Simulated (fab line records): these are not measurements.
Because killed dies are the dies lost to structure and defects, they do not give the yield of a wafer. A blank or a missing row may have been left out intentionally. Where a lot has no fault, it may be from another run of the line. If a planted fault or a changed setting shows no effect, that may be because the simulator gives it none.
fab line records    flow sky130
record: lots: 14  wafers: 42  lastDay: 50
route steps=708 shown LOCAL_INTERCONNECT@389 CONTACT@425 PAD_OPEN@708
lots untouched by any fault: they come from a run of this same line in which no faults occurred
startH: the number of hours between the record's first day and the start of the first shown wafer of the lot    waitH: hours from the lot's prior step to this one    " identical to the entry in the row above    L1.1+2: one row covering several wafers at once    - either no value or no given start    * or withheld: withheld    < > ~ a bound
route shown NAME@n: NAME is a module with steps in the file, n the number in the route of the first one    usual: mean/standard deviation taken from wafers without a fault    same: alike in all rows    chamber/n: place in a boat    sites: the reading at each site    _std_site: standard deviation of those values    _edge_site: the outer-site mean with the inner-site mean subtracted    radiusMm: how far each site lies from the wafer's centre    mask NAME#n: copy n    behind: the most recent tool/chamber to have shaped the wafer    hold: the reason the lot was held/the length of the hold in hours/how it ended    device: the transistor (n, p or np) that didn't switch    end of line: the route-end tests of the same wafers    a step given without rows: its recipe and nothing more    killed: the dies lost at the first sort to structure and to defects; this is not the yield of the wafer    map: a wafer's dies, x killed, . not, _ none there
set.NAME: the setting that was run; set.NAME@STEP: the one run at that earlier step    model.NAME: the simulator's own value behind a step, which no gauge read
a sample of lots followed through the steps of the route, with each step as a table and each wafer as a row
services: from which hour (startH, from the record's first day; less than 0 if before it) a tool's chamber was out of use, for how many hours, and why
== steps ==
step: SKY_LOCAL_INTERCONNECT_THK_MEAS_02
recipe: thkMeasGauge: xrf  reads: TiN_of_LOCAL_INTERCONNECT_SPUTTER_00
usual: LOCAL_INTERCONNECT_TIN_THK: 98.7/1.1
lot.wafer  tool          chamber  startH  waitH  LOCAL_INTERCONNECT_TIN_THK[nm]
L330.1     filmMetro-02  -        706.30  0.1    98.2
L330.3     "             -        "       "      97.8
L330.4     "             -        "       "      97.3
L334.4     filmMetro-02  -        734.53  0.1    97.8
L334.5     "             -        "       "      97.5
L334.6     "             -        "       "      98.0
L335.3     filmMetro-04  -        741.35  0.1    98.5
L335.5     "             -        "       "      98.7
L335.6     "             -        "       "      98.4
L336.3     filmMetro-01  -        757.82  0.1    100.8
L336.4     "             -        "       "      101.7
L336.6     "             -        "       "      99.8
L337.1     filmMetro-04  -        764.16  0.1    98.9
L337.2     "             -        "       "      100.3
L337.3     "             -        "       "      99.9
L338.2     filmMetro-02  -        771.74  0.1    99.1
L338.3     "             -        "       "      100.2
L338.4     "             -        "       "      99.7
L339.2     filmMetro-02  -        776.05  0.1    99.4
L339.3     "             -        "       "      100.2
L339.6     "             -        "       "      99.2
L340.1     filmMetro-01  -        787.77  0.1    98.6
L340.2     "             -        "       "      100.5
L340.3     "             -        "       "      99.6
L343.3     filmMetro-04  -        809.32  0.1    98.2
L343.5     "             -        "       "      98.9
L343.6     "             -        "       "      99.1
L345.2     filmMetro-04  -        829.81  0.1    100.3
L345.4     "             -        "       "      100.3
L345.5     "             -        "       "      100.2
L346.1     filmMetro-01  -        833.40  0.1    99.5
L346.2     "             -        "       "      99.3
L346.5     "             -        "       "      99.2
L347.3     filmMetro-02  -        835.47  0.1    99.1
L347.4     "             -        "       "      98.7
L347.5     "             -        "       "      98.5
L349.1     filmMetro-02  -        851.32  0.1    98.9
L349.2     "             -        "       "      97.7
L349.3     "             -        "       "      97.5
L350.1     filmMetro-01  -        860.76  0.1    98.8
L350.4     "             -        "       "      98.6
L350.6     "             -        "       "      97.6
step: SKY_LOCAL_INTERCONNECT_CD_MEAS_11
recipe: targetCdNm: 170
usual: cdNm: 169.6/1.7
lot.wafer  tool      chamber  startH  waitH  cdNm
L330.1     cdSem-02  -        735.02  -      167.8
L330.3     "         -        "       "      167.3
L330.4     "         -        "       "      167.3
L334.4     cdSem-01  -        762.18  -      169.8
L334.5     "         -        "       "      171.1
L334.6     "         -        "       "      171.2
L335.3     cdSem-01  -        769.01  -      170.0
L335.5     "         -        "       "      170.6
L335.6     "         -        "       "      170.0
L336.3     cdSem-02  -        784.59  -      168.2
L336.4     "         -        "       "      170.6
L336.6     "         -        "       "      169.8
L337.1     cdSem-02  -        791.30  -      171.6
L337.2     "         -        "       "      170.9
L337.3     "         -        "       "      173.0
L338.2     cdSem-01  -        799.62  -      170.9
L338.3     "         -        "       "      169.7
L338.4     "         -        "       "      170.6
L339.2     cdSem-02  -        803.67  -      168.2
L339.3     "         -        "       "      167.4
L339.6     "         -        "       "      166.0
L340.1     cdSem-01  -        814.75  -      171.9
L340.2     "         -        "       "      173.8
L340.3     "         -        "       "      172.4
L343.3     cdSem-02  -        836.56  -      172.0
L343.5     "         -        "       "      170.7
L343.6     "         -        "       "      171.2
L345.2     cdSem-02  -        856.69  -      168.8
L345.4     "         -        "       "      167.5
L345.5     "         -        "       "      168.0
L346.1     cdSem-02  -        860.20  -      167.7
L346.2     "         -        "       "      167.2
L346.5     "         -        "       "      166.7
L347.3     cdSem-01  -        862.26  -      171.4
L347.4     "         -        "       "      172.0
L347.5     "         -        "       "      172.4
L349.1     cdSem-01  -        877.37  -      171.5
L349.2     "         -        "       "      173.0
L349.3     "         -        "       "      169.9
L350.1     cdSem-02  -        888.00  -      170.0
L350.4     "         -        "       "      170.4
L350.6     "         -        "       "      169.9
step: SKY_CONTACT_STRIP_19
recipe: chemistry: O2/N2  powerW: 1400  pressureMtorr: 1500  platenTempC: withheld  o2FlowSccm: 3000  n2FlowSccm: 300  overashFraction: 0.5
usual: chamberPressureMTorr: 1500.1/1.4  drypumpMotorCurrentA: 5.8/0.35  o2FlowSccm: 3001/8.7  oesProductAu: 0.380/0.0049  stripTimeToEndpointS: 3.612/0.024
lot.wafer  tool            chamber  startH  waitH  chamberPressureMTorr  drypumpMotorCurrentA  o2FlowSccm  oesProductAu  rfHoursCounterH  stripTimeToEndpointS
L330.1     plasmaAsher-03  1        765.10  -      1501.1                5.2                   3007        0.385         62               3.623
L330.3     "               0        "       "      1500.2                5.3                   3018        0.382         -                3.634
L330.4     "               1        "       "      1499.6                5.2                   3008        0.388         -                3.644
L334.4     plasmaAsher-04  0        790.89  -      1498.8                5.6                   3004        0.379         -                3.618
L334.5     "               1        "       "      1501.5                6.3                   2994        0.381         -                3.601
L334.6     "               0        "       "      1499.1                5.6                   3008        0.378         -                3.608
L335.3     plasmaAsher-04  0        798.19  -      1500.7                5.6                   3008        0.388         -                3.578
L335.5     "               1        "       "      1499.5                6.3                   2984        0.383         -                3.616
L335.6     "               0        "       "      1500.7                5.6                   2997        0.370         -                3.590
L336.3     plasmaAsher-02  0        814.02  -      1498.5                5.6                   2980        0.374         -                3.610
L336.4     "               1        "       "      1500.3                6.1                   2991        0.383         -                3.596
L336.6     "               1        "       "      1500.8                6.2                   2997        0.373         -                3.571
L337.1     plasmaAsher-03  0        819.59  -      1499.4                5.3                   3007        0.382         67               3.611
L337.2     "               1        "       "      1500.1                5.2                   2998        0.384         67               3.635
L337.3     "               0        "       "      1500.6                5.3                   3001        0.385         -                3.619
L338.2     plasmaAsher-02  1        828.54  -      1502.3                6.1                   2979        0.384         104              3.631
L338.3     "               1        "       "      1499.4                6.1                   3003        0.400         -                3.631
L338.4     "               0        "       "      1499.0                5.6                   2994        0.375         -                3.622
L339.2     plasmaAsher-02  0        832.99  -      1501.7                5.6                   3014        0.376         105              3.606
L339.3     "               1        "       "      1501.3                6.1                   3009        0.379         -                3.566
L339.6     "               1        "       "      1500.5                6.1                   3010        0.380         -                3.609
L340.1     plasmaAsher-02  1        843.08  -      1500.4                6.1                   3006        0.382         106              3.601
L340.2     "               0        "       "      1497.0                5.6                   3002        0.375         106              3.616
L340.3     "               1        "       "      1498.8                6.1                   3026        0.384         -                3.643
L343.3     plasmaAsher-04  1        864.92  -      1500.5                6.3                   2994        0.382         -                3.619
L343.5     "               1        "       "      1500.4                6.3                   3007        0.383         -                3.608
L343.6     "               0        "       "      1502.7                5.6                   3006        0.385         -                3.674
L345.2     plasmaAsher-02  0        884.94  -      -                     -                     -           -             -                -
L345.4     "               1        "       "      -                     -                     -           -             -                -
L345.5     "               1        "       "      -                     -                     -           -             -                -
L346.1     plasmaAsher-04  1        889.02  -      -                     -                     -           -             -                -
L346.2     "               0        "       "      -                     -                     -           -             -                -
L346.5     "               1        "       "      -                     -                     -           -             -                -
L347.3     plasmaAsher-04  0        890.67  -      -                     -                     -           -             -                -
L347.4     "               1        "       "      -                     -                     -           -             -                -
L347.5     "               1        "       "      -                     -                     -           -             -                -
L349.1     plasmaAsher-02  0        905.59  -      1499.0                5.6                   2992        0.380         112              3.636
L349.2     "               1        "       "      1499.2                6.1                   2985        0.382         112              3.608
L349.3     "               1        "       "      1504.2                6.0                   3004        0.380         -                3.636
L350.1     plasmaAsher-03  0        915.96  -      1497.9                5.3                   3000        0.382         77               3.602
L350.4     "               1        "       "      1499.5                5.2                   2993        0.382         -                3.632
L350.6     "               0        "       "      1500.4                5.3                   2980        0.372         -                3.622
step: SKY_PAD_OPEN_PROBE_99
usual: killed_at_M0_to_M3: 43/7.3  killed_at_M4_up: 3.4/2.1  killedAtContacts: 24/5.9  killedAtFrontEnd: 14/4  killedAtOther: 0.3/0.54  killedDies: 85/10  killedOnRim: 17/3.7  killedOpen: 46/7.7  killedShort: 38/6
same: grossDies: 492  killedAtBackSide: 0
lot.wafer  tool       chamber  startH   waitH  killed_at_M0_to_M3  killed_at_M4_up  killedAtContacts  killedAtFrontEnd  killedAtOther  killedDies  killedOnRim  killedOpen  killedShort
L335.3     prober-02  -        1130.12  0.2    45                  2                36                8                 2              93          23           50          43
L335.5     prober-02  -        1130.22  0.2    45                  4                24                9                 1              83          18           46          37
L335.6     prober-02  -        1130.27  0.2    49                  3                24                27                0              103         17           49          54
L338.2     prober-01  -        1152.19  0.1    44                  2                30                19                0              95          17           54          40
L338.3     prober-01  -        1152.24  0.2    35                  2                30                16                0              83          14           43          39
L339.2     prober-02  -        1157.82  0.1    52                  2                30                20                0              104         23           60          44
L339.3     prober-02  -        1157.87  0.2    50                  2                20                11                0              83          15           47          36
L339.6     prober-02  -        1158.02  0.2    39                  4                23                15                0              81          16           46          35
L345.2     prober-02  -        1192.47  0.1    40                  3                431               18                0              492         96           44          42
L345.4     prober-02  -        1192.57  0.2    43                  4                435               10                0              492         96           32          42
L345.5     prober-02  -        1192.62  0.2    56                  4                415               17                0              492         96           49          50
L346.1     prober-01  -        1196.65  0.1    49                  3                432               7                 1              492         96           50          36
L346.2     prober-01  -        1196.70  0.1    31                  2                444               15                0              492         96           48          33
L346.5     prober-01  -        1196.85  0.2    40                  3                434               14                1              492         96           55          39
L347.3     prober-02  -        1198.03  0.2    42                  8                430               12                0              492         96           62          36
L347.4     prober-02  -        1198.08  0.2    54                  3                424               11                0              492         96           53          37
L347.5     prober-02  -        1198.13  0.2    40                  2                439               11                0              492         96           51          28
killed by level:class
L335.3 VIA1:geometricParticle:open=13 CONTACT:geometricParticle:open=11 VIA3:geometricParticle:open=8 LI_CONTACT:geometricParticle:open=7 LOCAL_INTERCONNECT:geometricParticle:short=7 METAL2:geometricParticle:short=6 METAL3:geometricParticle:short=6 CONTACT:geometricParticle:short=6
L335.5 CONTACT:geometricParticle:open=9 LI_CONTACT:geometricParticle:open=8 VIA1:geometricParticle:open=7 VIA3:geometricParticle:open=7 VIA2:geometricParticle:open=6 METAL2:geometricParticle:short=5 METAL1:geometricParticle:short=5 CONTACT:geometricParticle:short=4
L335.6 VIA1:geometricParticle:open=11 CONTACT:geometricParticle:open=10 FIELD_ISO:geometricParticle:open=7 METAL1:geometricParticle:short=7 FIELD_ISO:geometricParticle:short=6 CONTACT:geometricParticle:short=6 VIA1:geometricParticle:short=6 POLY_GATE:geometricParticle:short=5
L338.2 CONTACT:geometricParticle:open=11 VIA1:geometricParticle:open=9 LI_CONTACT:geometricParticle:open=8 POLY_GATE:geometricParticle:open=7 VIA2:geometricParticle:open=7 METAL2:geometricParticle:short=6 LOCAL_INTERCONNECT:geometricParticle:short=5 VIA3:geometricParticle:open=5
L338.3 CONTACT:geometricParticle:open=12 VIA1:geometricParticle:open=8 LI_CONTACT:geometricParticle:open=6 CONTACT:geometricParticle:short=6 METAL1:geometricParticle:short=6 FIELD_ISO:geometricParticle:short=5 VIA2:geometricParticle:open=5 METAL2:geometricParticle:short=4
L339.2 VIA1:geometricParticle:open=19 CONTACT:geometricParticle:short=9 CONTACT:geometricParticle:open=8 LI_CONTACT:geometricParticle:open=7 VIA3:geometricParticle:open=6 VIA1:geometricParticle:short=6 FIELD_ISO:geometricParticle:open=5 LOCAL_INTERCONNECT:geometricParticle:short=5
L339.3 VIA1:geometricParticle:open=13 LI_CONTACT:geometricParticle:open=8 VIA2:geometricParticle:open=8 METAL1:geometricParticle:short=6 VIA1:geometricParticle:short=6 VIA3:geometricParticle:open=6 CONTACT:geometricParticle:open=5 POLY_GATE:geometricParticle:short=4
L339.6 CONTACT:geometricParticle:open=13 VIA2:geometricParticle:open=7 VIA1:geometricParticle:open=6 METAL1:geometricParticle:short=6 POLY_GATE:geometricParticle:open=5 VIA3:geometricParticle:open=5 VIA3:geometricParticle:short=5 POLY_GATE:geometricParticle:short=4
L345.2 CONTACT:areaSputter=405 VIA2:geometricParticle:open=8 LI_CONTACT:geometricParticle:open=7 CONTACT:geometricParticle:open=7 VIA3:geometricParticle:open=7 FIELD_ISO:geometricParticle:short=6 METAL1:geometricParticle:short=6 VIA1:geometricParticle:open=6
L345.4 CONTACT:areaSputter=417 VIA2:geometricParticle:open=8 CONTACT:geometricParticle:short=6 CONTACT:geometricParticle:open=6 METAL1:geometricParticle:short=6 VIA1:geometricParticle:open=6 FIELD_ISO:geometricParticle:short=5 VIA3:geometricParticle:open=5
L345.5 CONTACT:areaSputter=392 VIA1:geometricParticle:short=10 VIA2:geometricParticle:open=10 CONTACT:geometricParticle:open=9 VIA1:geometricParticle:open=9 METAL1:geometricParticle:short=8 LOCAL_INTERCONNECT:geometricParticle:short=6 VIA3:geometricParticle:open=6
L346.1 CONTACT:areaSputter=405 VIA1:geometricParticle:open=15 CONTACT:geometricParticle:open=15 VIA2:geometricParticle:open=7 VIA3:geometricParticle:open=7 METAL1:geometricParticle:short=5 POLY_GATE:geometricParticle:short=4 LI_CONTACT:geometricParticle:open=4
L346.2 CONTACT:areaSputter=411 CONTACT:geometricParticle:open=13 VIA1:geometricParticle:open=8 CONTACT:geometricParticle:short=7 LI_CONTACT:geometricParticle:open=6 VIA3:geometricParticle:open=6 POLY_GATE:geometricParticle:open=5 LOCAL_INTERCONNECT:geometricParticle:short=5
L346.5 CONTACT:areaSputter=398 LI_CONTACT:geometricParticle:open=13 CONTACT:geometricParticle:open=13 VIA1:geometricParticle:open=9 METAL1:geometricParticle:short=7 VIA2:geometricParticle:open=5 FIELD_ISO:geometricParticle:short=4 LOCAL_INTERCONNECT:geometricParticle:short=4
L347.3 CONTACT:areaSputter=394 CONTACT:geometricParticle:open=17 VIA1:geometricParticle:open=10 VIA2:geometricParticle:open=10 LI_CONTACT:geometricParticle:open=7 VIA1:geometricParticle:short=7 CONTACT:geometricParticle:short=6 METAL4:geometricParticle:short=6
L347.4 CONTACT:areaSputter=402 VIA1:geometricParticle:open=17 VIA3:geometricParticle:open=9 CONTACT:geometricParticle:open=8 LI_CONTACT:geometricParticle:open=7 VIA2:geometricParticle:open=6 METAL2:geometricParticle:short=6 METAL1:geometricParticle:short=5
L347.5 CONTACT:areaSputter=413 CONTACT:geometricParticle:open=13 VIA1:geometricParticle:open=9 LI_CONTACT:geometricParticle:open=8 METAL1:geometricParticle:short=7 VIA2:geometricParticle:open=7 METAL2:geometricParticle:open=5 FIELD_ISO:geometricParticle:short=4
== services ==
tool            chamber  startH  hours  kind
plasmaAsher-04  0        742.75  -      clean
plasmaAsher-04  1        742.75  -      clean
plasmaAsher-04  -        762.01  3.9    repair
plasmaAsher-03  -        765.50  1.9    repair
plasmaAsher-03  -        789.00  0.8    repair
plasmaAsher-04  -        839.71  0.7    repair
plasmaAsher-02  -        864.67  2.8    pm
== key ==
firstSign: step: SKY_CONTACT_STRIP_19  reading: toolRecord  direction: missing
effect: step: SKY_PAD_OPEN_PROBE_99  reading: killedAtContacts  direction: up  sigmas: 70  usual: 24  struck: 432
moreKillsBornAt: SKY_CONTACT_SPUTTER_23@pvdSputter-02: 1214  SKY_CONTACT_SPUTTER_23@pvdSputter-04: 1214  SKY_CONTACT_SPUTTER_23@pvdSputter-01: 1209
metAt SKY_CONTACT_STRIP_19
struckLots L345,L346,L347
laterRowsLeftOut L345.2,L345.4,L345.5,L346.1,L346.2,L346.5,L347.3,L347.4,L347.5
testerLeftOut L345,L346,L347
notActingAt SKY_LOCAL_INTERCONNECT_THK_MEAS_02,SKY_LOCAL_INTERCONNECT_CD_MEAS_11
onsetBetween 864.92 884.94
fault: kind: skippedStepWhole  tool: plasmaAsher-02,plasmaAsher-04  chamber: -  onsetH: 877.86  steps: SKY_CONTACT_STRIP_19  scope: struckLotsOnly
testerLeftOut: of these lots the tester's yield and bins aren't shown, on N5 and GAA mostly nor the transistor test; their killed dies are dies lost to structure and defects alone, not to doping, threshold or leakage, so they don't give the yield
laterRowsLeftOut: the simulator's readings of these wafers behind a module that went badly wrong aren't trusted and aren't shown, but for the sort
